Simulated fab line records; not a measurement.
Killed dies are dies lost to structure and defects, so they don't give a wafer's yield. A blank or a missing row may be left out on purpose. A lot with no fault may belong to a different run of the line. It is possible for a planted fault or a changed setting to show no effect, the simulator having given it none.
fab line records	flow sfqLine
[record] lots = 6	wafers = 18	lastDay = 100
route steps=325 shown M4@148 I4@163 JJ@178 M8@325
lots with no fault: from the same line, run without faults
startH: the number of hours between the record's first day and the start of the first shown wafer of the lot	waitH: hours since the lot's step before	" same as the row above	L1.1+2: a single row standing in for several wafers	- either no value or no given start	* or withheld: withheld	< > ~ a bound
route shown NAME@n: a module of which the file shows steps, and the number in the route of the first	usual: the fault-free wafers' mean and standard deviation	same: alike in all rows	chamber/n: place in a boat	sites: per-site readings	_std_site: their standard deviation	_edge_site: inner sites' mean taken away from outer sites' mean	radiusMm: for every site, how far away it sits from the centre of the wafer	mask NAME#n: copy n	behind: the last tool/chamber to shape the wafer	hold: what put the lot on hold/how long, in hours/how the hold closed	device: the transistor (n, p or np) that didn't switch	end of line: the route-end tests of the same wafers	step lacking rows: just its recipe	killed: not the wafer's yield, but the dies lost to structure and defects at the first sort	map: shows each die of a wafer: x if killed, . if not, _ if none is there
set.NAME: the setting as run; set.NAME@STEP: as run at that earlier step	model.NAME: the simulator's own value behind a step, which no gauge read
lots at selected steps of the route; one table per step, one row per wafer
services: a tool's chamber out of use, with start hour (startH, from the record's first day; less than 0 if before it), hours out, and reason
[[steps]]
[step SFQ_TRILAYER_M4_DEP_PRE_CLEAN_092]
[recipe] gas = Ar	timeS = 22.5	biasV = 250
[step SFQ_TRILAYER_M4_DEP_SPUTTER_091]
[recipe] material = Nb	basePressurePa = 1.33e-06	chamberPressurePa = 0.1333	substrateTempC = 20	resputterCathodeVoltageV = 400	targetThkNm = 200	powerW = 2000	timeS = 133.3
[step SFQ_M4_RS_MEAS_924]
[recipe] thkMeasGauge = four-point-probe	reads = Nb_of_TRILAYER_M4_DEP_SPUTTER_091
[usual] M4_NB_RS = 0.890/0.0079
lot.wafer	tool	chamber	startH	waitH	M4_NB_RS[ohm/sq]
L827.4	filmMetro-04	-	1195.35	0.1	0.891
L827.5	"	-	"	"	0.899
L827.6	"	-	"	"	0.896
L828.2	filmMetro-04	-	1225.31	0.1	0.881
L828.4	"	-	"	"	0.873
L828.6	"	-	"	"	0.888
L842.1	filmMetro-04	-	1362.16	0.0	0.891
L842.5	"	-	"	"	0.906
L842.6	"	-	"	"	0.890
L843.2	filmMetro-04	-	1369.38	0.1	0.900
L843.3	"	-	"	"	0.893
L843.4	"	-	"	"	0.894
L848.1	filmMetro-04	-	1388.68	0.0	0.903
L848.5	"	-	"	"	0.886
L848.6	"	-	"	"	0.898
L849.2	filmMetro-02	-	1389.90	0.1	0.890
L849.3	"	-	"	"	0.875
L849.6	"	-	"	"	0.876
[step SFQ_TRILAYER_M4_LITHO_COAT_098]
[recipe] resist = BARC	spinRpm = 3000	resistThkNm = 62
[step SFQ_TRILAYER_M4_LITHO_COAT_093]
[recipe] resist = KrF	spinRpm = 3000	resistThkNm = 600
[step SFQ_TRILAYER_M4_LITHO_SOFTBAKE_097]
[recipe] tempC = withheld	timeS = withheld	resist = KrF
[step SFQ_TRILAYER_M4_LITHO_EXPOSE_094]
[recipe] maskId = M4	na = 0.6	sourceShape = conventional	sigmaOuter = 0.65	targetCdNm = 500	doseMj = 14.4
[step SFQ_TRILAYER_M4_LITHO_PEB_096]
[recipe] pebTempC = 115	pebTimeS = 60	resist = KrF
[step SFQ_TRILAYER_M4_LITHO_DEVELOP_095]
[recipe] timeS = 60	resist = KrF
[step SFQ_M4_OVL_MEAS_926]
[usual] M4_OVL = -4/5.9
lot.wafer	tool	chamber	startH	waitH	M4_OVL[nm]
L827.4	overlay-01	-	1340.69	0.1	-5
L827.5	"	-	"	"	-13
L827.6	"	-	"	"	-6
L828.2	overlay-01	-	1369.48	0.1	3
L828.4	"	-	"	"	0
L828.6	"	-	"	"	-1
L842.1	overlay-02	-	1488.78	0.1	-4
L842.5	"	-	"	"	-5
L842.6	"	-	"	"	-9
L843.2	overlay-02	-	1491.39	0.1	5
L843.3	"	-	"	"	-4
L843.4	"	-	"	"	3
L848.1	overlay-02	-	1510.92	0.1	-2
L848.5	"	-	"	"	-7
L848.6	"	-	"	"	-9
L849.2	overlay-01	-	1512.13	0.1	4
L849.3	"	-	"	"	-8
L849.6	"	-	"	"	4
[step SFQ_TRILAYER_M4_BARC_OPEN_METAL_ETCH_123]
[recipe] maskMaterial = PR	chemistry = O2	targetDepthNm = 125	target = BARC	icpW = 600	biasW = 80	pressureMtorr = 10	timeS = 41.7
[step SFQ_TRILAYER_M4_ETCH_METAL_ETCH_096]
[recipe] target = Nb	stopOn = SiO2	maskMaterial = PR	chemistry = Cl2/Ar	targetDepthNm = 240	icpW = 600	biasW = 80	pressureMtorr = 10	timeS = 120
[usual] drypumpMotorCurrentA = 6.0/0.45	oesProductAu = 0.893/0.0064	rfFwdPowerW = 597.0/2
[same] timeS = 120
lot.wafer	tool	chamber	startH	waitH	drypumpMotorCurrentA	oesProductAu	rfFwdPowerW	rfHoursCounterH	model.KrF_of_TRILAYER_M4_LITHO_COAT_093.thkNm	model.M4.featureDepthNm	model.etch.depthNm
L827.4	rieMetal-04	0	1340.96	0.2	6.7	0.889	597.1	-	385.7	199.2	199.2
L827.5	"	0	"	"	6.7	0.889	597.7	-	384.6	197.5	197.5
L827.6	"	0	"	"	6.7	0.890	595.7	-	385.2	198.5	198.5
L828.2	rieMetal-03	0	1369.57	0.0	6.0	0.901	595.2	17	386.8	201.7	201.7
L828.4	"	1	"	"	5.3	0.900	594.8	-	386.6	203	203
L828.6	"	0	"	"	6.0	0.902	597.4	-	386.3	200.4	200.4
L842.1	rieMetal-03	0	1488.93	0.1	6.0	0.806	601.5	38	425.3	163.9	163.9
L842.5	"	0	"	"	6.0	0.803	599.6	-	425.4	162.3	162.3
L842.6	"	0	"	"	6.0	0.803	596.3	-	425.2	162.7	162.7
L843.2	rieMetal-03	0	1491.58	0.1	6.0	0.799	598.2	-	427.5	163.4	163.4
L843.3	"	0	"	"	6.0	0.801	596.7	-	425.7	162.8	162.8
L843.4	"	0	"	"	6.0	0.801	597.5	-	425.9	163.2	163.2
L848.1	rieMetal-04	1	1511.02	0.0	6.1	0.881	598.4	26	378.2	197	197
L848.5	"	1	"	"	6.1	0.898	597.9	-	378.3	200.4	200.4
L848.6	"	0	"	"	6.6	0.890	597.6	-	375.1	197.9	197.9
L849.2	rieMetal-01	0	1512.22	0.0	5.8	0.896	598.5	32	380.8	199.9	199.9
L849.3	"	1	"	"	5.4	0.901	596.3	-	385.1	203.3	203.3
L849.6	"	0	"	"	5.8	0.904	599.6	-	379.5	203.2	203.2
[step SFQ_TRILAYER_M4_STRIP_STRIP_097]
[recipe] gas = O2	powerW = 200	platenTempC = 40	overashFraction = 0.65	chemistry = O2	pressureMtorr = 50
[step SFQ_TRILAYER_M4_STRIP_SOLV_CLEAN_098]
[recipe] chemistry = NMP	tempC = 70	timeS = 600
[step SFQ_TRILAYER_I4_DEP_PECVD_099]
[recipe] material = SiO2	tempC = 150	timeS = 111.11	pressureTorr = 2.4	rfW = 183.3	precursor = SiH4/N2O	targetThkNm = 500
[usual] heaterPowerW = 82/16	rfFwdPowerW = 182.3/0.72	throttleValvePct = 23.6/0.74
[same] timeS = 111.11
lot.wafer	tool	chamber	startH	waitH	heaterPowerW	rfFwdPowerW	throttleValvePct
L827.4	pecvd-02	0	1342.50	0.0	75	183.1	24.1
L827.5	"	2	"	"	99	182.0	24.0
L827.6	"	1	"	"	59	182.6	23.3
L828.2	pecvd-02	0	1370.47	0.0	60	182.8	24.5
L828.4	"	0	"	"	63	182.6	24.4
L828.6	"	1	"	"	63	179.9	23.5
L842.1	pecvd-03	2	1490.76	0.0	89	182.6	23.1
L842.5	"	1	"	"	74	181.5	22.4
L842.6	"	0	"	"	98	181.9	23.5
L843.2	pecvd-04	1	1493.16	0.0	71	182.2	24.0
L843.3	"	2	"	"	81	182.0	22.8
L843.4	"	2	"	"	83	181.0	22.7
L848.1	pecvd-04	0	1511.92	0.0	88	182.1	23.5
L848.5	"	2	"	"	72	181.8	22.8
L848.6	"	0	"	"	94	181.6	23.4
L849.2	pecvd-03	0	1513.12	0.0	88	181.6	23.8
L849.3	"	1	"	"	81	182.9	22.4
L849.6	"	2	"	"	87	183.3	22.9
[step SFQ_TRILAYER_I4_CMP_CMP_100]
[recipe] material = SiO2	downForcePsi = 3	platenRpm = 60	padVelocityMS = 0.94248
[usual] motorCurrentA = 10.4/0.73	timeToEndpointS = 214/7.8
lot.wafer	tool	chamber	startH	waitH	motorCurrentA	timeToEndpointS
L827.4	cmp-02	3	1344.03	1.5	11.1	212
L827.6	"	0	"	"	10.6	226
L827.5	"	1	"	"	10.7	211
L828.2	cmp-02	0	1370.55	0.0	10.3	212
L828.4	"	2	1371.55	1.0	10.2	214
L828.6	"	0	1372.55	2.0	10.2	224
L842.1	cmp-01	2	1492.23	1.4	9.3	214
L842.5	"	0	1493.23	2.4	9.5	218
L842.6	"	1	"	"	11.2	225
L843.3	cmp-01	0	1494.73	1.5	10.1	218
L843.4	"	1	"	"	10.9	213
L843.2	"	2	"	"	9.5	214
L849.2	cmp-02	0	1515.00	1.8	11.0	222
L849.3	"	1	"	"	10.7	210
L849.6	"	1	1517.50	4.3	10.3	224
L848.1	cmp-01	2	1515.31	3.4	8.8	217
L848.6	"	3	"	"	9.5	209
L848.5	"	0	"	"	9.4	219
[step SFQ_I4_BOW_MEAS_927]
[recipe] mode = bow
[usual] I4_BOW = 5/10
lot.wafer	tool	chamber	startH	waitH	I4_BOW[um]
L827.4	filmMetro-02	-	1345.59	1.1	-7
L827.5	"	-	"	"	5
L827.6	"	-	"	"	2
L828.2	filmMetro-01	-	1373.57	2.5	7
L828.4	"	-	"	"	-12
L828.6	"	-	"	"	3
L842.1	filmMetro-02	-	1494.23	1.5	0
L842.5	"	-	"	"	-7
L842.6	"	-	"	"	0
L843.2	filmMetro-03	-	1497.25	1.0	15
L843.3	"	-	"	"	-1
L843.4	"	-	"	"	-1
L848.1	filmMetro-03	-	1516.81	1.0	-22
L848.5	"	-	"	"	-11
L848.6	"	-	"	"	-14
L849.2	filmMetro-01	-	1518.02	2.5	0
L849.3	"	-	"	"	2
L849.6	"	-	"	"	4
[step SFQ_TRILAYER_I4_METRO_MEASURE_101]
[usual] thkNm = 199.8/1.1
lot.wafer	tool	chamber	startH	waitH	thkNm
L827.4	filmMetro-02	-	1346.25	0.6	200.5
L827.5	"	-	"	"	199.7
L827.6	"	-	"	"	202.3
L828.2	filmMetro-01	-	1373.87	0.3	198.0
L828.4	"	-	"	"	198.0
L828.6	"	-	"	"	199.0
L842.1	filmMetro-02	-	1494.35	0.1	200.0
L842.5	"	-	"	"	200.3
L842.6	"	-	"	"	201.4
L843.2	filmMetro-03	-	1497.55	0.3	200.4
L843.3	"	-	"	"	199.8
L843.4	"	-	"	"	198.8
L848.1	filmMetro-03	-	1516.93	0.1	199.1
L848.5	"	-	"	"	201.3
L848.6	"	-	"	"	200.4
L849.2	filmMetro-01	-	1518.32	0.3	201.5
L849.3	"	-	"	"	200.1
L849.6	"	-	"	"	200.7
[step SFQ_TRILAYER_I4_VIA_LITHO_COAT_108]
[recipe] resist = BARC	spinRpm = 3000	resistThkNm = 62
[step SFQ_TRILAYER_I4_VIA_LITHO_COAT_103]
[recipe] resist = KrF	spinRpm = 3000	resistThkNm = 650
[step SFQ_TRILAYER_I4_VIA_LITHO_SOFTBAKE_107]
[recipe] tempC = withheld	timeS = withheld	resist = KrF
[step SFQ_TRILAYER_I4_VIA_LITHO_EXPOSE_104]
[recipe] maskId = I4	na = 0.6	sourceShape = conventional	sigmaOuter = 0.65	targetCdNm = 700	doseMj = 21.3
[step SFQ_TRILAYER_I4_VIA_LITHO_PEB_106]
[recipe] pebTempC = 115	pebTimeS = 60	resist = KrF
[step SFQ_TRILAYER_I4_VIA_LITHO_DEVELOP_105]
[recipe] timeS = 60	resist = KrF
[step SFQ_I4_OVL_MEAS_928]
[usual] I4_OVL = 2/6.6
lot.wafer	tool	chamber	startH	waitH	I4_OVL[nm]
L827.4	overlay-02	-	1349.12	0.1	-1
L827.5	"	-	"	"	4
L827.6	"	-	"	"	3
L828.2	overlay-02	-	1377.80	0.1	-4
L828.4	"	-	"	"	-6
L828.6	"	-	"	"	-3
L842.1	overlay-02	-	1577.05	0.1	-8
L842.5	"	-	"	"	-11
L842.6	"	-	"	"	-8
L843.2	overlay-01	-	1579.45	0.1	-14
L843.3	"	-	"	"	-8
L843.4	"	-	"	"	-5
L848.1	overlay-01	-	1598.65	0.1	-11
L848.5	"	-	"	"	-8
L848.6	"	-	"	"	-3
L849.2	overlay-01	-	1599.85	0.1	0
L849.3	"	-	"	"	-2
L849.6	"	-	"	"	1
[step SFQ_TRILAYER_I4_VIA_BARC_OPEN_VIA_ETCH_146]
[recipe] maskMaterial = PR	chemistry = O2	targetDepthNm = 125	target = BARC	sourceW = 500	biasW = 80	pressureMtorr = 30	timeS = 41.7
[usual] drypumpMotorCurrentA = 5.8/0.42	oesProductAu = 0.686/0.0045	rfFwdPowerW = 494.7/2.2
[same] timeS = 41.7
lot.wafer	tool	chamber	startH	waitH	drypumpMotorCurrentA	oesProductAu	rfFwdPowerW	rfHoursCounterH
L827.4	rieDiel-02	0	1349.14	0.0	6.7	0.686	493.3	9
L827.5	"	2	"	"	6.2	0.696	495.7	-
L827.6	"	3	"	"	5.5	0.690	492.6	-
L828.2	rieDiel-04	1	1377.83	0.0	6.0	0.685	494.9	10
L828.4	"	2	"	"	5.6	0.681	496.4	18
L828.6	"	2	"	"	5.6	0.689	495.8	-
L842.1	rieDiel-04	1	1577.08	0.0	6.0	0.693	494.7	13
L842.5	"	2	"	"	5.6	0.680	494.7	-
L842.6	"	3	"	"	5.6	0.681	495.9	-
L843.2	rieDiel-01	3	1579.48	0.0	5.2	0.685	498.3	17
L843.3	"	1	"	"	6.1	0.687	496.4	9
L843.4	"	0	"	"	5.9	0.685	493.3	13
L848.1	rieDiel-04	2	1598.68	0.0	5.6	0.685	495.6	1
L848.5	"	0	"	"	6.3	0.690	493.2	-
L848.6	"	1	"	"	6.0	0.685	495.1	-
L849.2	rieDiel-02	3	1599.88	0.0	5.5	0.681	492.2	17
L849.3	"	1	"	"	5.6	0.687	494.8	15
L849.6	"	2	"	"	6.1	0.680	496.8	-
[step SFQ_TRILAYER_I4_VIA_ETCH_VIA_ETCH_106]
[recipe] target = SiO2	stopOn = Nb	maskMaterial = PR	taperDeg = 20	chemistry = CHF3	targetDepthNm = 260	sourceW = 500	biasW = 80	pressureMtorr = 30	timeS = withheld
[step SFQ_TRILAYER_I4_VIA_STRIP_STRIP_107]
[recipe] gas = O2	powerW = 200	platenTempC = 40	overashFraction = 0.65	chemistry = O2	pressureMtorr = 50
[step SFQ_TRILAYER_I4_VIA_STRIP_SOLV_CLEAN_108]
[recipe] chemistry = NMP	tempC = 70	timeS = 600
[step SFQ_TRILAYER_JJ_TRILAYER_DEP_PRE_CLEAN_113]
[recipe] gas = Ar	timeS = 22.5	biasV = 250
[step SFQ_TRILAYER_JJ_TRILAYER_DEP_SPUTTER_109]
[recipe] material = Nb	basePressurePa = 1.33e-06	chamberPressurePa = 0.1333	substrateTempC = 20	targetThkNm = 150	powerW = 2000	timeS = 100
[step SFQ_TRILAYER_JJ_TRILAYER_DEP_SPUTTER_110]
[recipe] material = Al	basePressurePa = 1.33e-06	targetThkNm = 8	powerW = 500	timeS = 10	chamberPressurePa = 0.4
[usual] basePressurePa = 1.33e-06/8e-08	throttleValvePct = 30.0/1.1
[same] timeS = 10
lot.wafer	tool	chamber	startH	waitH	basePressurePa	throttleValvePct
L827.4	pvdSputter-06	-	1350.17	0.0	1.29e-06	29.3
L827.5	"	-	"	"	1.28e-06	30.5
L827.6	"	-	"	"	1.22e-06	29.4
L828.2	pvdSputter-04	-	1378.85	0.0	1.38e-06	29.5
L828.4	"	-	"	"	1.26e-06	29.2
L828.6	"	-	"	"	1.41e-06	28.8
L842.1	pvdSputter-06	-	1578.11	0.0	1.48e-06	32.5
L842.5	"	-	"	"	1.36e-06	29.8
L842.6	"	-	"	"	1.3e-06	30.6
L843.2	pvdSputter-04	-	1580.51	0.0	1.33e-06	30.5
L843.3	"	-	"	"	1.3e-06	29.3
L843.4	"	-	"	"	1.33e-06	28.9
L848.1	pvdSputter-03	-	1599.71	0.0	1.23e-06	30.8
L848.5	"	-	"	"	1.33e-06	30.9
L848.6	"	-	"	"	1.3e-06	29.4
L849.2	pvdSputter-04	-	1600.91	0.0	1.32e-06	28.6
L849.3	"	-	"	"	1.47e-06	30.2
L849.6	"	-	"	"	1.36e-06	29.6
[step SFQ_TRILAYER_JJ_TRILAYER_DEP_AL_OXIDATION_111]
[recipe] pressureMbar = 0.014667	oxidationTimeS = 600	temperatureK = 293
[step SFQ_TRILAYER_JJ_TRILAYER_DEP_SPUTTER_112]
[recipe] material = Nb	basePressurePa = 1.33e-06	chamberPressurePa = 0.1333	substrateTempC = 20	targetThkNm = 170	powerW = 2000	timeS = 113.3
[step SFQ_JJ_RS_MEAS_929]
[recipe] thkMeasGauge = four-point-probe	reads = Nb_of_TRILAYER_JJ_TRILAYER_DEP_SPUTTER_112
[usual] JJ_NB_RS = 1.048/0.012
lot.wafer	tool	chamber	startH	waitH	JJ_NB_RS[ohm/sq]
L827.4	filmMetro-03	-	1351.33	0.1	1.072
L827.5	"	-	"	"	1.062
L827.6	"	-	"	"	1.067
L828.2	filmMetro-03	-	1379.98	0.1	1.053
L828.4	"	-	"	"	1.050
L828.6	"	-	"	"	1.057
L842.1	filmMetro-03	-	1579.21	0.0	1.035
L842.5	"	-	"	"	1.027
L842.6	"	-	"	"	1.030
L843.2	filmMetro-01	-	1581.63	0.1	1.061
L843.3	"	-	"	"	1.063
L843.4	"	-	"	"	1.063
L848.1	filmMetro-01	-	1600.81	0.0	1.046
L848.5	"	-	"	"	1.051
L848.6	"	-	"	"	1.070
L849.2	filmMetro-04	-	1602.03	0.1	1.033
L849.3	"	-	"	"	1.045
L849.6	"	-	"	"	1.056
[step SFQ_TRILAYER_JJ_CE_LITHO_COAT_119]
[recipe] resist = BARC	spinRpm = 3000	resistThkNm = 62
[step SFQ_TRILAYER_JJ_CE_LITHO_COAT_114]
[recipe] resist = KrF	spinRpm = 3000	resistThkNm = 600
[step SFQ_TRILAYER_JJ_CE_LITHO_SOFTBAKE_118]
[recipe] tempC = withheld	timeS = withheld	resist = KrF
[step SFQ_TRILAYER_JJ_CE_LITHO_EXPOSE_115]
[recipe] maskId = J5	na = 0.6	sourceShape = conventional	sigmaOuter = 0.65	targetCdNm = 700	doseMj = 14.4
[step SFQ_TRILAYER_JJ_CE_LITHO_PEB_117]
[recipe] pebTempC = 115	pebTimeS = 60	resist = KrF
[step SFQ_M8_BOW_MEAS_951]
[recipe] mode = bow
[usual] M8_BOW = 11/11
lot.wafer	tool	chamber	startH	waitH	M8_BOW[um]	model.etest.m4.combLog10Ohm
L827.4	filmMetro-01	-	2034.70	0.1	-1	12
L827.5	"	-	"	"	13	12
L827.6	"	-	"	"	9	12
L828.2	filmMetro-02	-	2059.86	0.0	18	12
L828.4	"	-	"	"	-1	12
L828.6	"	-	"	"	13	12
L842.1	filmMetro-01	-	2303.00	0.0	10	0
L842.5	"	-	"	"	4	0
L842.6	"	-	"	"	8	0
L843.2	filmMetro-03	-	2306.60	0.0	18	0
L843.3	"	-	"	"	1	0
L843.4	"	-	"	"	2	0
L848.1	filmMetro-01	-	2402.93	0.0	-14	12
L848.5	"	-	"	"	-2	12
L848.6	"	-	"	"	-6	12
L849.2	filmMetro-01	-	2403.62	0.0	5	12
L849.3	"	-	"	"	9	12
L849.6	"	-	"	"	10	12
[[services]]
tool	chamber	startH	hours	kind
filmMetro-03	-	1318.75	4.1	pm
cmp-02	-	1319.44	1.2	repair
cmp-01	-	1322.47	1.5	repair
cmp-01	-	1329.65	4.4	repair
cmp-01	-	1340.92	2.1	repair
rieDiel-04	3	1347.05	4.1	repair
rieMetal-03	-	1352.48	0.8	repair
rieMetal-03	-	1359.54	0.2	repair
cmp-01	-	1426.29	4.0	pm
cmp-01	-	1441.84	14.6	repair
cmp-01	-	1456.44	6.9	pm
cmp-01	-	1460.54	2.1	repair
rieMetal-03	1	1474.67	3.4	repair
cmp-01	-	1476.82	0.2	repair
cmp-02	-	1494.06	2.3	repair
rieDiel-04	3	1517.28	4.2	repair
rieMetal-03	-	1522.90	10.0	pm
cmp-01	-	1535.59	2.4	repair
cmp-01	-	1551.08	2.3	repair
rieDiel-04	2	1560.24	3.6	repair
cmp-01	-	1572.66	0.6	repair
cmp-01	-	1592.19	0.4	repair
cmp-02	-	1599.11	4.0	pm
cmp-01	-	1600.66	2.8	repair
[[key]]
[firstSign] step = SFQ_TRILAYER_M4_ETCH_METAL_ETCH_096	reading = oesProductAu	direction = down	sigmas = 14	usual = 0.893	struck = 0.802
effect none on later readings
[modelEffect] step = SFQ_TRILAYER_M4_ETCH_METAL_ETCH_096	value = KrF_of_TRILAYER_M4_LITHO_COAT_093.thkNm	without = 381.1	struck = 425.9
[modelEffect] step = SFQ_M8_BOW_MEAS_951	value = etest.m4.combLog10Ohm	without = 12	struck = 0
metAt SFQ_TRILAYER_M4_ETCH_METAL_ETCH_096
struckWafers L842.1,L842.5,L842.6,L843.2,L843.3,L843.4
onsetBetween 1369.57 1488.93
[fault] kind = processParameterDrift	tool = rieMetal-03	chamber = -	onsetH = 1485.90	steps = SFQ_TRILAYER_M4_ETCH_METAL_ETCH_096	channel = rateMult	offset = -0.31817	shape = step	endH = 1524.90
